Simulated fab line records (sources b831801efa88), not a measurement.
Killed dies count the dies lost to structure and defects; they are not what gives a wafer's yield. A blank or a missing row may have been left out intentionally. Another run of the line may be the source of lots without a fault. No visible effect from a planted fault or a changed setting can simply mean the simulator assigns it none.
Which of the tools did it? | flow gf180mcu | 13 lots with 39 wafers sampled at 5 steps, on a route of 602 steps

## WHAT EACH GAUGE READ, for each wafer
GF_NSD_TW_MEAS_12.
lot  | measured     | on            | NSD_TW
L544 | day 13 04:28 | film-metro-04 | 4332 4341 4340
L545 | day 13 18:10 | film-metro-04 | 4325 4303 4305
L546 | day 14 00:25 | film-metro-02 | 4189 4195 4184
L549 | day 15 11:49 | film-metro-04 | 4313 4322 4296
L551 | day 15 22:46 | film-metro-02 | 4196 4203 4184
L552 | day 16 05:02 | film-metro-02 | 4173 4161 4165
L553 | day 16 08:52 | film-metro-04 | 4327 4306 4311
L554 | day 16 13:36 | film-metro-04 | 4353 4327 4342
L559 | day 18 10:34 | film-metro-04 | 4324 4312 4345
L564 | day 20 06:30 | film-metro-01 | 4301 4292 4319
L565 | day 20 12:58 | film-metro-02 | 4180 4179 4203
L566 | day 20 20:17 | film-metro-02 | 4193 4173 4177
L567 | day 21 07:39 | film-metro-01 | 4293 4281 4275

GF_CONTACT_THK_MEAS_01.
lot  | measured     | on            | CONTACT_CVD_00_THK (nm)
L544 | day 14 22:20 | film-metro-03 | 300 303 304
L545 | day 15 14:13 | film-metro-04 | 301 297 296
L546 | day 15 19:28 | film-metro-03 | 296 298 296
L549 | day 17 10:39 | film-metro-03 | 301 299 303
L551 | day 17 20:34 | film-metro-03 | 146 299 145
L552 | day 18 02:49 | film-metro-02 | 305 302 299
L553 | day 18 07:52 | film-metro-02 | 303 153 151
L554 | day 18 13:07 | film-metro-04 | 297 146 298
L559 | day 20 13:11 | film-metro-03 | 299 299 297
L564 | day 22 07:29 | film-metro-03 | 292 294 294
L565 | day 22 13:56 | film-metro-04 | 295 296 296
L566 | day 22 21:13 | film-metro-04 | 297 295 300
L567 | day 23 08:19 | film-metro-03 | 303 299 298

GF_CONTACT_OVL_MEAS_15.
lot  | measured     | on         | CONTACT_OVL (nm)
L544 | day 15 21:04 | overlay-02 | -1 -4 0
L545 | day 16 12:55 | overlay-02 | -6 -4 -7
L546 | day 16 18:10 | overlay-01 | -11 -6 -10
L549 | day 18 17:17 | overlay-02 | -4 2 -10
L551 | day 18 20:50 | overlay-02 | -8 -18 -6
L552 | day 19 03:14 | overlay-01 | -18 -18 -11
L553 | day 19 08:58 | overlay-02 | -4 -6 -5
L554 | day 19 13:35 | overlay-01 | -22 -11 -13
L559 | day 21 13:47 | overlay-01 | -6 -7 -7
L564 | day 23 08:04 | overlay-01 | 4 1 -2
L565 | day 23 14:08 | overlay-01 | -1 -2 -3
L566 | day 23 20:20 | overlay-02 | -17 -6 -5
L567 | day 24 07:33 | overlay-02 | -4 -8 -5

## EACH LOT AND THE TOOL THAT RAN IT (in order: tool; ch and the chambers of the sampled wafers; start)
lot  | GF_SAB_ETCH_11                     | GF_CONTACT_CVD_00
L544 | rie-diel-02 ch 0,1,3, day 14 21:25 | hdpcvd-01 ch 0,1,2, day 14 22:16
L545 | rie-diel-03 ch 0,2,3, day 15 13:19 | hdpcvd-01 ch 0,1,2, day 15 14:10
L546 | rie-diel-03 ch 2,3, day 15 18:34   | hdpcvd-02 ch 0,2, day 15 19:25
L549 | rie-diel-01 ch 1,2,3, day 17 09:43 | hdpcvd-02 ch 0, day 17 10:35
L551 | rie-diel-03 ch 0,1, day 17 19:31   | hdpcvd-02 ch 0,2, day 17 20:30
L552 | rie-diel-03 ch 1,2,3, day 18 01:55 | hdpcvd-01 ch 0,1, day 18 02:47
L553 | rie-diel-03 ch 1,2, day 18 06:52   | hdpcvd-02 ch 0,2, day 18 07:49
L554 | rie-diel-01 ch 1,3, day 18 12:01   | hdpcvd-02 ch 0,2, day 18 13:04
L559 | rie-diel-01 ch 1,2, day 20 12:16   | hdpcvd-01 ch 0,1, day 20 13:08
L564 | rie-diel-01 ch 0,2, day 22 06:33   | hdpcvd-02 ch 0,1, day 22 07:25
L565 | rie-diel-01 ch 1,2, day 22 13:01   | hdpcvd-02 ch 0,1, day 22 13:53
L566 | rie-diel-03 ch 1,3, day 22 20:16   | hdpcvd-02 ch 0,1,2, day 22 21:10
L567 | rie-diel-03 ch 0,1,3, day 23 07:22 | hdpcvd-01 ch 1,2, day 23 08:15
- GF_SAB_ETCH_11: etches SiO2 in C4F8/O2/Ar, target depth 55 nm, time 8.5 s.
- GF_CONTACT_CVD_00: deposits SiO2, target thk 300 nm, time 50 s.

## WHAT THE TOOLS THEMSELVES READ (means of the sampled wafers that have a number; where no wafer has one, the mark that the record gives instead)
GF_SAB_ETCH_11.
lot  | tool        | oes-product-au (a.u.)
L544 | rie-diel-02 | 1.002
L545 | rie-diel-03 | 1.000
L546 | rie-diel-03 | 0.995
L549 | rie-diel-01 | 0.993
L551 | rie-diel-03 | 1.005
L552 | rie-diel-03 | 0.991
L553 | rie-diel-03 | 1.001
L554 | rie-diel-01 | 0.998
L559 | rie-diel-01 | 1.011
L564 | rie-diel-01 | 1.005
L565 | rie-diel-01 | 1.007
L566 | rie-diel-03 | 1.000
L567 | rie-diel-03 | 1.004

GF_CONTACT_CVD_00.
lot  | tool      | sih4-flow-sccm (sccm)
L544 | hdpcvd-01 | 60.10
L545 | hdpcvd-01 | 60.00
L546 | hdpcvd-02 | 59.98
L549 | hdpcvd-02 | 59.77
L551 | hdpcvd-02 | 40.09
L552 | hdpcvd-01 | 59.83
L553 | hdpcvd-02 | 40.12
L554 | hdpcvd-02 | 50.01
L559 | hdpcvd-01 | 59.86
L564 | hdpcvd-02 | 60.10
L565 | hdpcvd-02 | 60.04
L566 | hdpcvd-02 | 60.00
L567 | hdpcvd-01 | 60.08

## THE ANSWER, worked out from the rows above alone
Rule: the lots themselves supply what counts as usual. Put in order of their means at a reading, lots are off if they are a third of the lots or fewer, leave a main group of 4 or more, and stand apart from it by a gap of 3 or more times the standard deviation of the main group's means; of several such gaps the widest counts. Not used: any main group whose means are identical at the precision the tables above print for the reading. Also off: a lot with no number at a reading for which 4 or more lots have one. Any other lot the step has rows for is counted as sound. After the gauges, taken in route order, come the tools' own readings; for these a lot's mean is taken, as printed above. At the first step where some lot is off, the reading lying furthest off is the one used; lots without a number count as furthest.
Off: L551, L553, L554, seen at GF_CONTACT_THK_MEAS_01 (CONTACT_CVD_00_THK). For the main group the mean is 298 nm and the standard deviation 2.7.
A tool fits if, at a process step before that reading, it ran every lot that is off, and no sound lot after the first of them. The gauges at GF_CONTACT_THK_MEAS_01 aren't tried: what is off there is off at GF_CONTACT_CVD_00 too, on other tools, and a gauge's error can't cause that. No candidate that was tried fits.

## WHAT THE SIMULATOR HAD PUT IN
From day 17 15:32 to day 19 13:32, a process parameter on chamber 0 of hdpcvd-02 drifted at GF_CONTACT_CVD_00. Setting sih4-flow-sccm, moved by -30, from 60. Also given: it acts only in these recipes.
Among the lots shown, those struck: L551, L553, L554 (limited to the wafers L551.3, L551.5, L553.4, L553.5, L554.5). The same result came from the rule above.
